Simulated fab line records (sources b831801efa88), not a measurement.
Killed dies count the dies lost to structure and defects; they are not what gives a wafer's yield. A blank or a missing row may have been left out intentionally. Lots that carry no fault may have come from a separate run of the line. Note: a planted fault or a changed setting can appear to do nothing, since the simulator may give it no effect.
The tool behind it: which one?    flow gf180mcu    12 lots, 36 wafers sampled, at 3 steps of a route of 602

== WHAT THE GAUGES READ, wafer by wafer ==
GF_V1_THK_MEAS_03. Usual: V1_CVD_02_THK typically reads 850 nm, with standard deviation 11.
lot   measured      on             V1_CVD_02_THK (nm)  flag
L793  day 17 00:29  film-metro-03  840 853 854         
L794  day 17 09:31  film-metro-02  834 838 850         
L796  day 18 06:35  film-metro-03  862 851 862         
L797  day 18 15:01  film-metro-03  840 838 831         
L806  day 22 05:04  film-metro-01  846 862 867         
L807  day 22 10:19  film-metro-01  841 857 835         
L808  day 22 18:41  film-metro-02  847 833 853         
L809  day 22 22:25  film-metro-03  851 854 857         
L810  day 23 08:46  film-metro-01  844 845 855         
L812  day 24 07:25  film-metro-01  834 848 849         
L813  day 24 13:24  film-metro-03  831 848 847         
L814  day 24 16:49  film-metro-02  828 841 845         

== EACH LOT AND THE TOOL THAT RAN IT (in order: tool; ch and the chambers of the sampled wafers; start) ==
lot   GF_POLY_GATE_ETCH_13              GF_POLY_GATE_STRIP_14
L793  rie-si-01 ch 1,2, day 9 03:42     plasma-asher-02 ch 0,1, day 9 03:45
L794  rie-si-02 ch 0,1,3, day 9 11:14   plasma-asher-01 ch 0,1, day 9 11:17
L796  rie-si-01 ch 1,2, day 10 00:42    plasma-asher-02 ch 0,1, day 10 00:47
L797  rie-si-01 ch 0,1,2, day 10 08:27  plasma-asher-01 ch 0,1, day 10 08:30
L806  rie-si-01 ch 0,2,3, day 13 03:28  plasma-asher-03 ch 0,1, day 13 03:32
L807  rie-si-01 ch 0,2,3, day 13 10:22  plasma-asher-01 ch 0,1, day 13 10:26
L808  rie-si-02 ch 1,3, day 13 17:21    plasma-asher-01 ch 0,1, day 13 17:25
L809  rie-si-02 ch 1,2, day 13 23:03    plasma-asher-01 ch 0,1, day 13 23:08
L810  rie-si-02 ch 0,2,3, day 14 07:15  plasma-asher-02 ch 0,1, day 14 07:18
L812  rie-si-02 ch 0,1,3, day 15 02:40  plasma-asher-03 ch 0,1, day 15 02:44
L813  rie-si-02 ch 0,3, day 15 05:48    plasma-asher-01 ch 0, day 15 05:52
L814  rie-si-02 ch 0,2, day 15 11:05    plasma-asher-01 ch 0,1, day 15 11:09
- GF_POLY_GATE_ETCH_13: etches poly-Si in HBr/Cl2, stops on SiO2, target depth 198.5 nm, time 69.6 s.
- GF_POLY_GATE_STRIP_14: strips in O2/N2.

== AS READ BY THE TOOLS THEMSELVES (means over the sampled wafers that have a number; for cases with no such wafer, the mark the record gives instead) ==
GF_POLY_GATE_ETCH_13. Usual: drypump-motor-current-A 5.6 A, standard deviation 0.44; he-backside-leak-sccm 2.43 sccm, standard deviation 0.21; mfc-cl2-sccm 50.01 sccm, standard deviation 0.16; oes-product-au 0.993 a.u., standard deviation 0.0075; throttle-valve-pct 33.685 %, standard deviation 0.01.
lot   tool       drypump-motor-current-A (A)  he-backside-leak-sccm (sccm)  mfc-cl2-sccm (sccm)  oes-product-au (a.u.)  throttle-valve-pct (%)  flag
L793  rie-si-01  5.8                          2.51                          50.17                0.991                  33.692                  
L794  rie-si-02  5.5                          2.51                          50.00                0.995                  33.692                  
L796  rie-si-01  5.8                          2.35                          50.04                0.991                  33.687                  
L797  rie-si-01  5.8                          2.33                          50.08                0.991                  33.685                  
L806  rie-si-01  5.6                          2.35                          49.82                0.811                  33.685                  OFF
L807  rie-si-01  5.6                          2.56                          50.06                0.811                  33.685                  OFF
L808  rie-si-02  5.9                          2.61                          50.09                0.995                  33.689                  
L809  rie-si-02  5.9                          2.43                          50.05                0.996                  33.678                  
L810  rie-si-02  5.7                          2.46                          50.01                0.995                  33.691                  
L812  rie-si-02  5.5                          2.40                          49.98                0.978                  33.695                  
L813  rie-si-02  5.3                          2.44                          50.12                0.982                  33.685                  
L814  rie-si-02  5.7                          2.35                          50.09                0.989                  33.683                  

GF_POLY_GATE_STRIP_14. Usual: drypump-motor-current-A 5.4 A, standard deviation 0.38; heater-power-w 346 W, standard deviation 45; oes-product-au 0.503 a.u., standard deviation 0.0048.
lot   tool             drypump-motor-current-A (A)  heater-power-w (W)  oes-product-au (a.u.)  flag
L793  plasma-asher-02  5.2                          392                 0.500                  
L794  plasma-asher-01  5.1                          340                 0.505                  
L796  plasma-asher-02  5.2                          389                 0.506                  
L797  plasma-asher-01  5.4                          348                 0.509                  
L806  plasma-asher-03  5.9                          321                 0.487                  OFF
L807  plasma-asher-01  5.4                          353                 0.489                  
L808  plasma-asher-01  5.1                          342                 0.503                  
L809  plasma-asher-01  5.1                          341                 0.505                  
L810  plasma-asher-02  5.2                          397                 0.506                  
L812  plasma-asher-03  5.8                          326                 0.506                  
L813  plasma-asher-01  5.6                          362                 0.506                  
L814  plasma-asher-01  5.4                          348                 0.503                  

== THE ANSWER, worked out from the rows above alone ==
Rule: a lot counts as off when the mean over its wafers that have a number is more than 3 standard deviations away from the usual mean. Also off: a lot with no number at a reading for which 4 or more lots have one. Where the step has rows for the other lots, those lots are counted as sound. Order of review: gauges by route order, followed by the tools' own readings, for which a lot's mean as printed above is used. At the first step where some lot is off, the reading lying furthest off is the one used; lots without a number count as furthest.
Off at GF_POLY_GATE_ETCH_13 (oes-product-au): L806, L807.
A tool fits if, at that step or a process step before it, it ran every lot that is off, and no sound lot after the first of them. One fits: GF_POLY_GATE_ETCH_13 on rie-si-01. A fault onset in the window from L797 (day 10 08:27, its last sound lot) to L806 (day 13 03:28, its first lot off) fits.
On the lots that are off, the tool's own readings at GF_POLY_GATE_ETCH_13 differ by more than 5 times the standard deviation of the sound lots' means, which bears it out; oes-product-au reads 0.811 a.u. there versus 0.990 a.u. on the sound lots.

== WHAT THE SIMULATOR HAD PUT IN ==
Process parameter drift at GF_POLY_GATE_ETCH_13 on rie-si-01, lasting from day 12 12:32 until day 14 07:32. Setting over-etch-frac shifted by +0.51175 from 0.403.
Lots struck among those shown: L806, L807. The rule above found the same.
